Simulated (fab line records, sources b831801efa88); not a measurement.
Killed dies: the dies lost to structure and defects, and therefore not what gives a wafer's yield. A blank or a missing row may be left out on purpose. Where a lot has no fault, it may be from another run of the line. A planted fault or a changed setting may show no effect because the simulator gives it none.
The same fault as seen by 2 desks :: flow gf180mcu :: every desk sees just its own numbers, and what lay behind them comes last

DESK OF THE TOOL OWNER: lpcvd-01
The tool's own readings at GF_POLY_GATE_CVD_00 (deposits poly-Si, target thk 200 nm, time 1200 s): means of the sampled wafers that have a number, for each lot that ran on this tool. Marked OUT: a lot whose mean sits more than 4 standard deviations from the usual mean, which makes it out of limits; the brackets give that distance.
Columns: A = spike-tc-centre-C at GF_POLY_GATE_CVD_00, usual 620.3 C; B = zone-power-centre-pct at GF_POLY_GATE_CVD_00, usual 9.0 %; C = zone-power-lower-pct at GF_POLY_GATE_CVD_00, usual 9.2 %
lot: L528
first seen here: day 9 04:55
A: 618.8
B: 9.6
C: 9.0

lot: L532
first seen here: day 10 12:34
A: 621.2
B: 9.4
C: 9.8

lot: L533
first seen here: day 10 18:04
A: 621.1
B: 9.3
C: 10.0

lot: L535
first seen here: day 11 03:55
A: 619.6
B: 9.6
C: 9.0

lot: L544
first seen here: day 13 15:21
A: 636.9 (+14) OUT
B: 12.7 (+7.1) OUT
C: 7.6
This desk's finding: out of limits on L544; first on L544, day 13 15:21 (spike-tc-centre-C at GF_POLY_GATE_CVD_00). In limits: L528, L532, L533, L535.

FROM THE METROLOGY DESK
What the gauges read, lot by lot, whatever tool the lot ran on: means of the sampled wafers that have a number. Marked OUT: a lot whose mean sits more than 4 standard deviations from the usual mean, which makes it out of limits; the brackets give that distance.
Columns: A = POLY_GATE_CVD_00_THK at GF_POLY_GATE_THK_MEAS_01, usual 199.3 nm; B = cd-nm at GF_POLY_GATE_CD_MEAS_18, usual 280.9 nm
lot: L527
first seen here: day 9 03:55
A: 201.8
B: 277.8

lot: L528
first seen here: day 9 06:55
A: 198.5
B: 281.9

lot: L530
first seen here: day 9 18:29
A: 200.7
B: 279.6

lot: L532
first seen here: day 10 13:53
A: 200.5
B: 280.0

lot: L533
first seen here: day 10 19:23
A: 198.2
B: 279.9

lot: L534
first seen here: day 10 23:33
A: 199.3
B: 282.6

lot: L535
first seen here: day 11 05:14
A: 197.7
B: 277.2

lot: L536
first seen here: day 11 07:02
A: 198.4
B: 281.4

lot: L544
first seen here: day 13 16:41
A: 208.2 (+6.0) OUT
B: 279.8

lot: L545
first seen here: day 13 22:31
A: 198.5
B: 280.2

lot: L546
first seen here: day 14 05:16
A: 199.6
B: 280.8

lot: L547
first seen here: day 14 14:11
A: 200.1
B: 280.9
Per this desk, out of limits: L544; the first was L544, day 13 16:41 (POLY_GATE_CVD_00_THK at GF_POLY_GATE_THK_MEAS_01). In limits: L527, L528, L530, L532, L533, L534, L535, L536, L545, L546, L547.

BROUGHT TOGETHER
The tool owner's desk could have raised an alarm at day 13 15:21, on L544.
Metrology desk: alarm possible at day 13 16:41 on L544.
On lpcvd-01, each named lot ran GF_POLY_GATE_CVD_00.

WHAT THE SIMULATOR PUT IN
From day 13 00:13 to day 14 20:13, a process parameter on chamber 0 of lpcvd-01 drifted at GF_POLY_GATE_CVD_00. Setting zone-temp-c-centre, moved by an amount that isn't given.
Struck lots among those shown: L544.
Fault start to first reading out of limits, in hours, per desk: tool owner, 15; metrology, 16.
